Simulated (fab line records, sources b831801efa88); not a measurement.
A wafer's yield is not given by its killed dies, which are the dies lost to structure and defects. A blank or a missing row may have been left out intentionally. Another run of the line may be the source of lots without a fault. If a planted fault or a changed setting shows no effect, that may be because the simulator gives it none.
A lot that was struck, set against a sound lot	flow gf180mcu	15 steps out of a route of 602
Sound: the wafers L768.3, L768.4, L768.5. Struck: wafers L761.2, L761.3, L761.6. The cause is given at the end.
At each step with rows: each side's tool, then ch and its chambers, then its first start. Under that, the readings that differ: sound wafers	struck wafers	difference of the means	sigmas: that difference in standard deviations of wafers without a fault.
alike: same words and numbers on both sides, and readings whose means sit less than 2 such deviations apart. not compared: any withheld reading, any reading some wafer has no value for, any bound like >300 that may hide the same value, and any number with overlapping values for which the record gives no deviation.
A row with sigmas, a row that says differs or no value, or rows on one side alone: a step with any of these is where the two part. Numbers that don't overlap but have no deviation are shown without sigmas and don't part them. Lack of a reading on every wafer of one side parts them only where that side has two or more wafers.

GF_V4_CVD_23: deposits W, target thk 350 nm, time 104.9 s.
  sound on cvd_w-01 ch 0,1, day 30 15:49; struck on cvd_w-01 ch 0,1, day 29 00:37
  alike: heater_power_w
GF_V4_RS_MEAS_24: the measuring method here is four-point-probe.
  sound on film_metro-02 at day 30 15:56; struck on film_metro-02 at day 29 00:45
  alike: V4_W_RS
GF_V4_THK_MEAS_25: measures by xrf.
  sound on film_metro-02 at day 30 16:02; struck on film_metro-02 at day 29 00:52
  alike: V4_W_THK
then, 1 step without rows for these wafers: GF_V4_CMP_26 (polishes, stops on SiO2, t overpolish 15 s, target thk 0 nm).
GF_MIM_SPUTTER_00: material Ti, target thk 37.5 nm, time 150 s.
  sound on pvd_sputter-04 at day 30 16:44; struck on pvd_sputter-02 at day 29 01:13
reading	sound	struck	difference	sigmas
throttle_valve_pct (%)	28.9 28.6 30.4	31.1 31.6 31.9	+2.2	+2
  alike: cathode_dc_power_W, chamber_pressure_pa
then, 1 step without rows for these wafers: GF_MIM_SPUTTER_01 (material TiN, target thk 30 nm, time 25 s).
GF_MIM_SPUTTER_02: material AlCu, target thk 450 nm, time 23.9 s.
  sound on pvd_sputter-04 at day 30 16:52; struck on pvd_sputter-02 at day 29 01:20
  alike: cathode_dc_power_W, chamber_pressure_pa, throttle_valve_pct
then, 1 step without rows for these wafers: GF_MIM_SPUTTER_03 (material Ti, target thk 10 nm, time 6.7 s).
GF_MIM_SPUTTER_04: material TiN, target thk 50 nm, time 41.7 s.
  sound on pvd_sputter-04 at day 30 16:55; struck on pvd_sputter-02 at day 29 01:23
  alike: cathode_dc_power_W, chamber_pressure_pa, throttle_valve_pct
GF_MIM_CVD_05: deposits Si3N4, target thk 42 nm, time 29.086 s.
  sound on pecvd-01 ch 0,1,2, day 30 16:58; struck on pecvd-01 ch 0,1,2, day 29 01:26
  alike: heater_power_w
GF_MIM_THK_MEAS_06:
  sound on film_metro-02 at day 30 17:02; struck on film_metro-03 at day 29 01:28
  alike: MIM_CVD_05_THK
then, 1 step without rows for these wafers: GF_MIM_SPUTTER_07 (material TiN, target thk 60 nm, time 50 s).
GF_MIM_SPUTTER_08: material AlCu, target thk 200 nm, time 10.6 s.
  sound on pvd_sputter-01 at day 30 17:07; struck on pvd_sputter-04 at day 29 01:34
  no value came back on the struck wafers for cathode_dc_power_W (W), chamber_pressure_pa (Pa), throttle_valve_pct (%); on the sound wafers cathode_dc_power_W (W) reads 10605 10600 10603
then, 1 step without rows for these wafers: GF_MIM_SPUTTER_09 (material TiN, target thk 35 nm, time 29.2 s).
GF_MIM_RS_MEAS_10: the measuring method here is four-point-probe.
  sound on film_metro-04 at day 30 17:13; struck on film_metro-02 at day 29 01:56
reading	sound	struck	difference	sigmas
MIM_ALCU_RS (ohm/sq)	0.1588 0.1584 0.1588	9.2896 9.4241 9.3022	+9.1800	+99 or more
  not compared: hold

== WHERE THEY PART ==
First at GF_MIM_SPUTTER_00; last, within this record, at GF_MIM_RS_MEAS_10.

WHY: whatever the simulator had introduced
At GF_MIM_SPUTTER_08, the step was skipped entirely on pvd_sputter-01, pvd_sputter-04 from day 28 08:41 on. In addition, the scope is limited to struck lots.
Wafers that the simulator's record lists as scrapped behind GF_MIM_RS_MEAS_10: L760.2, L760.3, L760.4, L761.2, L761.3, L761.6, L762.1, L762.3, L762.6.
